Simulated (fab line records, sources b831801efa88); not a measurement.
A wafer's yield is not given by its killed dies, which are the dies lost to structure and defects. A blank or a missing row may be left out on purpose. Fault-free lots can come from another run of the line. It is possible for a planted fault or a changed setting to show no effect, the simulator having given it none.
Struck lot and sound lot, side by side | flow gf180mcu | 27 steps out of a route of 602
Sound: these wafers, L146.1, L146.4, L146.5. Struck: wafers L148.2, L148.4, L148.5. The cause comes at the end.
Per side, at each step with rows, come the tool, then ch with its chambers, and then its first start. Under that, the readings that differ: sound wafers | struck wafers | difference of the means | sigmas: that difference in standard deviations of wafers without a fault.
alike: readings with means less than 2 such deviations apart, plus words and numbers identical on both sides. not compared: withheld readings, readings lacking a value on some wafer, bounds such as >300 that could conceal the same value, and numbers that have no deviation in the record and whose values overlap.
Wherever a step has rows on one side only, a row that says differs or no value, or a row with sigmas, the two part there. When numbers do not overlap yet have no deviation, they are printed without sigmas and do not part them. A reading that every wafer of one side lacks parts them only if that side has two wafers or more.

first, 3 steps without rows for these wafers: GF_STI_WET_ETCH_27 (etches Si3N4 in H3PO4, target depth 160 nm, time 1825 s); GF_STI_WET_ETCH_28 (etches SiO2 in dHF, target depth 20 nm, time 40 s); GF_STI_OXIDATION_29 (stabilise 600 s, purge 300 s, target thk 10 nm).
GF_STI_THK_MEAS_30:
  sound: film metro-04 at day 4 04:38; struck: film metro-04 at day 4 15:28
  alike: STI_OXIDATION_02_THK
then, 8 steps without rows for these wafers: GF_DNWELL_DEHYDRATE_00 (time 60 s); GF_DNWELL_HMDS_01 (prime time 60 s); GF_DNWELL_COAT_02 (resist thk 3000 nm); GF_DNWELL_SOFTBAKE_03; GF_DNWELL_EXPOSE_04 (exposes mask DNWELL, target cd 1700 nm); GF_DNWELL_PEB_05; GF_DNWELL_DEVELOP_06 (develop time 60 s); GF_DNWELL_IMPLANT_07.
GF_DNWELL_STRIP_08: strips in O2/N2.
  sound on plasma asher-02 ch 1, day 4 17:55; struck on plasma asher-02 ch 0,1, day 5 05:33
  no value came back on the struck wafers for any of 5 readings (chamber pressure mTorr (mTorr), drypump motor current A (A) and others); on the sound wafers chamber pressure mTorr (mTorr) reads 1498.8 1500.9 1498.4
  reading                                  | sound | struck         | difference | sigmas
  model.coat_of_DNWELL_COAT_02.thk nm (nm) | 0 0 0 | 3002 3004 3004 | +3003      |
  not compared: rf hours counter h
GF_DNWELL_TW_MEAS_09:
  sound: film metro-01 at day 4 18:05; struck: film metro-03 at day 5 05:40
  reading   | sound          | struck         | difference | sigmas
  DNWELL_TW | 1329 1324 1329 | 1354 1357 1354 | +28        | +2
then, 7 steps without rows for these wafers: GF_NWELL_DEHYDRATE_00 (time 60 s); GF_NWELL_HMDS_01 (prime time 60 s); GF_NWELL_COAT_02 (resist thk 3000 nm); GF_NWELL_SOFTBAKE_03; GF_NWELL_EXPOSE_04 (exposes mask Nwell, target cd 860 nm); GF_NWELL_PEB_05; GF_NWELL_DEVELOP_06 (develop time 60 s).
GF_NWELL_OVL_MEAS_07:
  sound: overlay-02 at day 5 08:18; struck: overlay-02 at day 5 19:49
  alike: NWELL_OVL
then, 2 steps without rows for these wafers: GF_NWELL_IMPLANT_08; GF_NWELL_IMPLANT_09.
GF_NWELL_STRIP_10: strips in O2/N2.
  sound on plasma asher-02 ch 0,1, day 5 08:38; struck on plasma asher-01 ch 0,1, day 5 20:09
  reading                      | sound             | struck            | difference | sigmas
  oes product au (a.u.)        | 0.724 0.726 0.726 | 0.742 0.747 0.748 | +0.020     | +5
  strip time to endpoint s (s) | 37.09 37.13 37.01 | 81.46 81.30 81.28 | +44.27     | +99 or more
  alike: chamber pressure mTorr, drypump motor current A, heater power w
  not compared: rf hours counter h
GF_NWELL_TW_MEAS_11:
  sound: film metro-03 at day 5 08:44; struck: film metro-04 at day 5 20:16
  reading  | sound          | struck   | difference | sigmas
  NWELL_TW | 1606 1596 1605 | 30 30 30 | -1572      | -99 or more
then, 1 step without rows for these wafers: GF_LVPWELL_DEHYDRATE_00 (time 60 s).

## WHERE THEY PART
First at GF_DNWELL_STRIP_08; last, within this record, at GF_NWELL_TW_MEAS_11.

WHY: whatever the simulator had introduced
Step skipped in full: plasma asher-02, at GF_DNWELL_STRIP_08, from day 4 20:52 onward. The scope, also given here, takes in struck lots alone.
